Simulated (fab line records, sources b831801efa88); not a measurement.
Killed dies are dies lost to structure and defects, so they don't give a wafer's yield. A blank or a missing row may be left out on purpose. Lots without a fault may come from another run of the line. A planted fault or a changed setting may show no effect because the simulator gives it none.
A struck lot beside a sound one | flow sky130 | 43 steps out of a route of 708
Sound: wafers L982.1, L982.4, L982.6. Struck: wafers L989.2, L989.3, L989.4. The cause comes at the end.
At each step with rows: each side's tool, then ch and its chambers, then its first start. Under that, the readings that differ: sound wafers | struck wafers | difference of the means | sigmas: that difference in standard deviations of wafers without a fault.
alike: readings whose means differ by less than 2 such deviations, and words and numbers that are the same on both sides. not compared: withheld readings, readings that some wafer has no value for, bounds like >300 that may hide the same value, and numbers for which the record gives no deviation and whose values overlap.
The two part at a step that has a row with sigmas, a row that says differs or no value, or rows on one side only. Numbers that don't overlap but have no deviation are shown without sigmas and don't part them. A reading that every wafer of one side lacks parts them only if that side has two wafers or more.

first, 6 steps without rows for these wafers: SKY_GATE_OXIDE_HMDS_04 (prime time 60 s); SKY_GATE_OXIDE_COAT_05 (resist thk 1140 nm); SKY_GATE_OXIDE_SOFTBAKE_06 (time 60 s); SKY_GATE_OXIDE_EXPOSE_07 (exposes mask LVOM, target cd 600 nm); SKY_GATE_OXIDE_PEB_08; SKY_GATE_OXIDE_DEVELOP_09 (develop time 60 s).
SKY_GATE_OXIDE_OVL_MEAS_10:
  sound on overlay-02, day 15 05:44; struck on overlay-01, day 17 07:54
  alike: GATE_OXIDE_OVL
then, 2 steps without rows for these wafers: SKY_GATE_OXIDE_IMPLANT_11; SKY_GATE_OXIDE_WET_ETCH_12 (etches SiO2 in dHF, target depth 16.8 nm, time 336 s).
SKY_GATE_OXIDE_STRIP_13: strips in O2/N2.
  sound on plasma_asher-04 ch 0,1, day 15 06:02; struck on plasma_asher-01 ch 0,1, day 17 08:11
  alike: drypump_motor_current_A, oes_product_au, strip_time_to_endpoint_s
  not compared: rf_hours_counter_h
SKY_GATE_OXIDE_TW_MEAS_14:
  sound on film_metro-01, day 15 06:08; struck on film_metro-03, day 17 08:17
  alike: GATE_OXIDE_TW
then, 1 step without rows for these wafers: SKY_GATE_OXIDE_CLEAN_15 (cleans in SC1/SC2, time 150 s).
SKY_GATE_OXIDE_OXIDATION_16: stabilise 600 s, purge 300 s, target thk 3.57 nm.
  sound on furnace-02 ch 0, day 15 06:15; struck on furnace-01 ch 0, day 17 08:23
  reading                                           | sound             | struck            | difference | sigmas
  model.SiO2_of_GATE_OXIDE_OXIDATION_01.thk_nm (nm) | 11.88 11.77 11.63 | 12.09 12.11 12.12 | +0.35      |
  alike: zone_power_bottom_pct
then, 1 step without rows for these wafers: SKY_POLY_GATE_CVD_00 (deposits poly-Si, target thk 180 nm, time 720 s).
SKY_POLY_GATE_THK_MEAS_01:
  sound on film_metro-04, day 15 08:59; struck on film_metro-04, day 17 11:08
  reading                   | sound             | struck            | difference | sigmas
  POLY_GATE_CVD_00_THK (nm) | 182.1 183.1 183.3 | 178.1 177.4 178.4 | -4.9       | -3
then, 8 steps without rows for these wafers: SKY_RES_PROTECT_DEHYDRATE_00 (time 60 s); SKY_RES_PROTECT_HMDS_01 (prime time 60 s); SKY_RES_PROTECT_COAT_02 (resist thk 1140 nm); SKY_RES_PROTECT_SOFTBAKE_03 (time 60 s); SKY_RES_PROTECT_EXPOSE_04 (exposes mask RPM, target cd 1270 nm); SKY_RES_PROTECT_PEB_05; SKY_RES_PROTECT_DEVELOP_06 (develop time 60 s); SKY_POLY_GATE_IMPLANT_02.
SKY_RES_PROTECT_STRIP_07: strips in O2/N2.
  sound on plasma_asher-03 ch 0,1, day 16 12:53; struck on plasma_asher-01 ch 0,1, day 18 16:41
  reading                     | sound       | struck      | difference | sigmas
  drypump_motor_current_A (A) | 5.4 5.5 5.4 | 6.3 5.8 6.3 | +0.7       | +2
  alike: oes_product_au, strip_time_to_endpoint_s
  not compared: rf_hours_counter_h
SKY_RES_PROTECT_TW_MEAS_08:
  sound on film_metro-02, day 16 12:59; struck on film_metro-03, day 18 16:48
  reading      | sound          | struck         | difference | sigmas
  POLY_GATE_TW | 3958 3974 3957 | 4037 4017 4072 | +79        | +2
then, 2 steps without rows for these wafers: SKY_RES_PROTECT_CLEAN_09 (cleans in SC1/SC2, time 150 s); SKY_POLY_GATE_CVD_03 (deposits Si3N4 from DCS/NH3, target thk 75 nm, time 1290 s).
SKY_POLY_GATE_THK_MEAS_04:
  sound on film_metro-01, day 16 17:35; struck on film_metro-03, day 18 18:16
  alike: POLY_GATE_CVD_03_THK
then, 8 steps without rows for these wafers: SKY_POLY_GATE_DEHYDRATE_05 (time 60 s); SKY_POLY_GATE_HMDS_06 (prime time 60 s); SKY_POLY_GATE_COAT_07 (resist thk 110 nm); SKY_POLY_GATE_COAT_08 (resist thk 450 nm); SKY_POLY_GATE_SOFTBAKE_09 (time 90 s); SKY_POLY_GATE_EXPOSE_10 (exposes mask P1M, target cd 150 nm); SKY_POLY_GATE_PEB_11; SKY_POLY_GATE_DEVELOP_12 (develop time 60 s).
SKY_POLY_GATE_CD_MEAS_13: target cd 150 nm.
  sound on cd_sem-01, day 18 01:56; struck on cd_sem-01, day 20 01:58
  alike: cd_nm
SKY_POLY_GATE_OVL_MEAS_14:
  sound on overlay-02, day 18 02:04; struck on overlay-01, day 20 02:04
  alike: POLY_GATE_OVL
SKY_POLY_GATE_ETCH_15: etches BARC in N2/H2, stops on SiO2, time 118.5 s, target depth 110 nm.
  sound on rie_diel-03 ch 0,1,2, day 18 02:05; struck on rie_diel-03 ch 1,2,3, day 20 02:05
  alike: drypump_motor_current_A, oes_product_au, throttle_valve_pct
  not compared: rf_hours_counter_h
then, 1 step without rows for these wafers: SKY_POLY_GATE_ETCH_16 (etches Si3N4 in CH3F/O2, stops on poly-Si, time 147.5 s, target depth 75 nm).
SKY_POLY_GATE_ETCH_17: etches poly-Si in HBr/Cl2, stops on SiO2, target depth 180 nm, time 70.5 s.
  sound on rie_si-01 ch 0,1, day 18 02:16; struck on rie_si-02 ch 0,2,3, day 20 02:16
  alike: drypump_motor_current_A, oes_product_au, throttle_valve_pct
  not compared: rf_hours_counter_h
SKY_POLY_GATE_STRIP_18: strips in O2/N2.
  sound on plasma_asher-02 ch 0,1, day 18 02:20; struck on plasma_asher-01 ch 0,1, day 20 02:20
  alike: drypump_motor_current_A, oes_product_au, strip_time_to_endpoint_s
  not compared: rf_hours_counter_h
-- the record jumps here: 28 days lie between the struck wafers' starts before and after (it left off in module POLY_GATE and takes up again in module PAD_OPEN, whose first step shown is number 708 of the route) --
SKY_PAD_OPEN_PROBE_99:
  sound on prober-01, day 46 22:20; struck on prober-02, day 48 01:02
  reading                                   | sound             | struck                                                                     | difference                   | sigmas
  hold                                      | - - -             | await_dispo/5.3h/release await_dispo/5.3h/release await_dispo/5.3h/release | no value on the sound wafers |
  model.etest.pfet_01v8.r_on_ohm_um         | 2889 2818 2906    | 3190 3172 3107                                                             | +285                         |
  model.etest.nfet_01v8.r_on_ohm_um         | 863.5 836 829.5   | 898.7 905.6 874.5                                                          | +49.9                        |
  model.etest.nfet_01v8_lvt.drive_ua_um     | 551.1 561.1 574.7 | 520.4 518.9 534.2                                                          | -37.8                        |
  model.etest.nfet_01v8.drive_ua_um         | 485.9 495.3 506.9 | 454 451.1 464.6                                                            | -39                          |
  model.etest.nfet_01v8_swapped.drive_ua_um | 484.7 493.5 508.9 | 448.2 450.8 462.9                                                          | -41.7                        |
  model.etest.nfet_01v8_turned.drive_ua_um  | 488.7 492.9 506.5 | 451.4 449.3 463.8                                                          | -41.2                        |
  model.etest.sram_nfet_pass.drive_ua_um    | 469.8 471 493.1   | 434.9 432.5 451.9                                                          | -38.2                        |
  model.etest.nfet_g5v0d10v5.drive_ua_um    | 596.5 607.3 610.8 | 580.7 578.4 579.3                                                          | -25.4                        |
  alike: killed_at_M0_to_M3, killed_at_M4_up, killed_at_contacts, killed_at_front_end, killed_at_other, killed_dies, killed_open, killed_short

WHERE THEY PART
First at SKY_POLY_GATE_THK_MEAS_01; last, within this record, at SKY_PAD_OPEN_PROBE_99.

WHY: what the simulator had put in
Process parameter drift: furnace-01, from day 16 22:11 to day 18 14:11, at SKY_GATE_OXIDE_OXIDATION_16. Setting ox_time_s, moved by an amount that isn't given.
